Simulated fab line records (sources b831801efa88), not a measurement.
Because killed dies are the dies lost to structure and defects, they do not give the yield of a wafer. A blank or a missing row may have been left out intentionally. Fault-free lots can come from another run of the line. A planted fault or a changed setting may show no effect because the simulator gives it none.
Which tool was responsible? | flow gf180mcu | Sampling: 12 lots, 36 wafers, 5 of 602 route steps

## WHAT EACH GAUGE READ, for each wafer
GF_LVPWELL_OVL_MEAS_07.
lot  | measured    | on         | LVPWELL_OVL (nm)
L312 | day 4 14:19 | overlay-01 | 1.2 -1.8 -2.1
L314 | day 5 00:43 | overlay-01 | -1.4 0.1 1.2
L315 | day 5 08:43 | overlay-01 | -2.3 -1.7 -1.4
L316 | day 5 10:56 | overlay-01 | 0.1 -1.3 -0.4
L317 | day 5 18:00 | overlay-01 | -1.1 -2.1 -1.0
L318 | day 5 23:10 | overlay-01 | -3.0 -1.6 -1.4
L319 | day 6 03:40 | overlay-02 | -2.5 -1.4 -0.3
L321 | day 6 16:08 | overlay-01 | -1.8 0.7 2.2
L326 | day 7 19:13 | overlay-01 | 2.4 1.7 0.2
L327 | day 8 03:26 | overlay-01 | 0.4 -0.5 2.1
L331 | day 9 00:32 | overlay-02 | -0.2 -0.2 -0.1
L332 | day 9 08:36 | overlay-01 | -0.3 -2.6 -1.1

GF_VT_IMPLANT_OVL_MEAS_29.
lot  | measured     | on         | VT_IMPLANT_02_OVL (nm)
L312 | day 7 16:55  | overlay-02 | 0.0 -0.4 0.5
L314 | day 8 05:04  | overlay-01 | -0.9 -1.0 0.6
L315 | day 8 14:39  | overlay-02 | 0.3 0.1 0.5
L316 | day 8 17:47  | overlay-01 | -2.0 -2.3 -2.6
L317 | day 9 01:25  | overlay-02 | 0.6 2.2 0.2
L318 | day 9 07:13  | overlay-02 | 2.4 2.0 1.6
L319 | day 9 13:33  | overlay-02 | -3.1 -3.2 -1.9
L321 | day 10 02:20 | overlay-01 | -2.1 -0.9 -0.6
L326 | day 11 11:22 | overlay-02 | -2.7 -0.1 -1.6
L327 | day 11 20:59 | overlay-01 | - - -
L331 | day 12 21:35 | overlay-01 | 1.8 0.8 -0.2
L332 | day 13 06:53 | overlay-02 | -0.5 -0.6 -1.1

GF_VT_IMPLANT_TW_MEAS_32.
lot  | measured     | on            | VT_IMPLANT_3_TW
L312 | day 7 17:13  | film metro-03 | 271.9 271.4 272.4
L314 | day 8 05:21  | film metro-03 | 270.4 269.8 270.4
L315 | day 8 14:56  | film metro-02 | 273.5 273.6 273.2
L316 | day 8 18:04  | film metro-03 | 269.0 269.7 267.9
L317 | day 9 01:43  | film metro-02 | 272.7 272.2 273.4
L318 | day 9 07:30  | film metro-02 | 273.7 273.0 273.2
L319 | day 9 13:50  | film metro-02 | 273.5 272.2 273.9
L321 | day 10 02:37 | film metro-02 | 271.3 271.8 270.6
L326 | day 11 11:40 | film metro-03 | 269.7 271.3 270.0
L327 | day 11 21:16 | film metro-01 | 29.8 29.9 29.7
L331 | day 12 21:52 | film metro-02 | 272.3 272.4 273.0
L332 | day 13 07:10 | film metro-02 | 273.5 272.6 274.0

## WHICH TOOL RAN EACH LOT (tool, then ch and the chambers of the sampled wafers, then the start)
lot  | GF_LVPWELL_STRIP_10                 | GF_VT_IMPLANT_EXPOSE_26
L312 | plasma asher-03 ch 0,1, day 4 14:41 | iline stepper-01 ch 0, day 7 08:48
L314 | plasma asher-01 ch 0,1, day 5 01:02 | iline stepper-02 ch 0, day 7 21:19
L315 | plasma asher-03 ch 0,1, day 5 09:05 | iline stepper-02 ch 0, day 8 06:17
L316 | plasma asher-03 ch 0,1, day 5 11:16 | iline stepper-02 ch 0, day 8 09:47
L317 | plasma asher-04 ch 0,1, day 5 18:22 | iline stepper-01 ch 0, day 8 17:40
L318 | plasma asher-01 ch 0,1, day 5 23:29 | iline stepper-01 ch 0, day 8 22:55
L319 | plasma asher-01 ch 0,1, day 6 04:02 | iline stepper-02 ch 0, day 9 05:28
L321 | plasma asher-01 ch 0,1, day 6 16:28 | iline stepper-01 ch 0, day 9 17:54
L326 | plasma asher-04 ch 0,1, day 7 19:34 | iline stepper-02 ch 0, day 11 02:08
L327 | plasma asher-03 ch 0,1, day 8 03:46 | iline stepper-01 ch 0, day 11 11:58
L331 | plasma asher-03 ch 0,1, day 9 00:52 | iline stepper-01 ch 0, day 12 11:35
L332 | plasma asher-03 ch 0,1, day 9 08:56 | iline stepper-02 ch 0, day 12 20:32
- GF_LVPWELL_STRIP_10: strips in O2/N2.
- GF_VT_IMPLANT_EXPOSE_26: exposes mask LVPWELL HV AREA, target cd 860 nm.

## AS READ BY THE TOOLS THEMSELVES (means over the sampled wafers that have a number; for cases with no such wafer, the mark the record gives instead)
GF_LVPWELL_STRIP_10.
lot  | tool            | drypump motor current A (A) | heater power w (W) | oes product au (a.u.) | strip time to endpoint s (s)
L312 | plasma asher-03 | 5.80                        | 335                | 0.722                 | 36.81
L314 | plasma asher-01 | 5.87                        | 373                | 0.715                 | 36.82
L315 | plasma asher-03 | 5.83                        | 335                | 0.724                 | 37.10
L316 | plasma asher-03 | 5.76                        | 331                | 0.727                 | 36.52
L317 | plasma asher-04 | 5.63                        | 307                | 0.720                 | 37.04
L318 | plasma asher-01 | 5.88                        | 373                | 0.720                 | 36.93
L319 | plasma asher-01 | 5.68                        | 365                | 0.726                 | 36.87
L321 | plasma asher-01 | 5.91                        | 377                | 0.723                 | 36.91
L326 | plasma asher-04 | 5.52                        | 302                | 0.721                 | 36.95
L327 | plasma asher-03 | 5.73                        | 334                | 0.725                 | 36.74
L331 | plasma asher-03 | 5.74                        | 332                | 0.727                 | 36.93
L332 | plasma asher-03 | 5.82                        | 336                | 0.720                 | 36.83

GF_VT_IMPLANT_EXPOSE_26.
lot  | tool             | reticle temp C (C)
L312 | iline stepper-01 | 22.97
L314 | iline stepper-02 | 23.09
L315 | iline stepper-02 | 22.97
L316 | iline stepper-02 | 22.95
L317 | iline stepper-01 | 22.95
L318 | iline stepper-01 | 23.02
L319 | iline stepper-02 | 23.10
L321 | iline stepper-01 | 23.15
L326 | iline stepper-02 | 23.04
L327 | iline stepper-01 | 23.06
L331 | iline stepper-01 | 23.02
L332 | iline stepper-02 | 23.16

## THE ANSWER, worked out from the rows above alone
Rule: what is usual is taken from the lots themselves. Put in order of their means at a reading, lots are off if they are a third of the lots or fewer, leave a main group of 4 or more, and stand apart from it by a gap of 3 or more times the standard deviation of the main group's means; of several such gaps the widest counts. Not used: any main group whose means are identical at the precision the tables above print for the reading. A lot without any number at a reading at which 4 lots or more have one is off too. Any other lot the step has rows for is counted as sound. First the gauges in route order, then the tools' own readings, where a lot's mean is used as printed above. At the first step where some lot is off, the reading lying furthest off is the one used; lots without a number count as furthest.
Off: at GF_VT_IMPLANT_OVL_MEAS_29 (VT_IMPLANT_02_OVL), L327. Without a number there: L327. Mean -0.4 nm and standard deviation 1.4 in the main group.
A tool fits if, at a process step before that reading, it ran every lot that is off, and no sound lot after the first of them. The gauges at GF_VT_IMPLANT_OVL_MEAS_29 aren't tried: what is off there is off at GF_VT_IMPLANT_TW_MEAS_32 too, on other tools, and a gauge's error can't cause that. Of those tried, none fits.

## WHAT THE SIMULATOR HAD PUT IN
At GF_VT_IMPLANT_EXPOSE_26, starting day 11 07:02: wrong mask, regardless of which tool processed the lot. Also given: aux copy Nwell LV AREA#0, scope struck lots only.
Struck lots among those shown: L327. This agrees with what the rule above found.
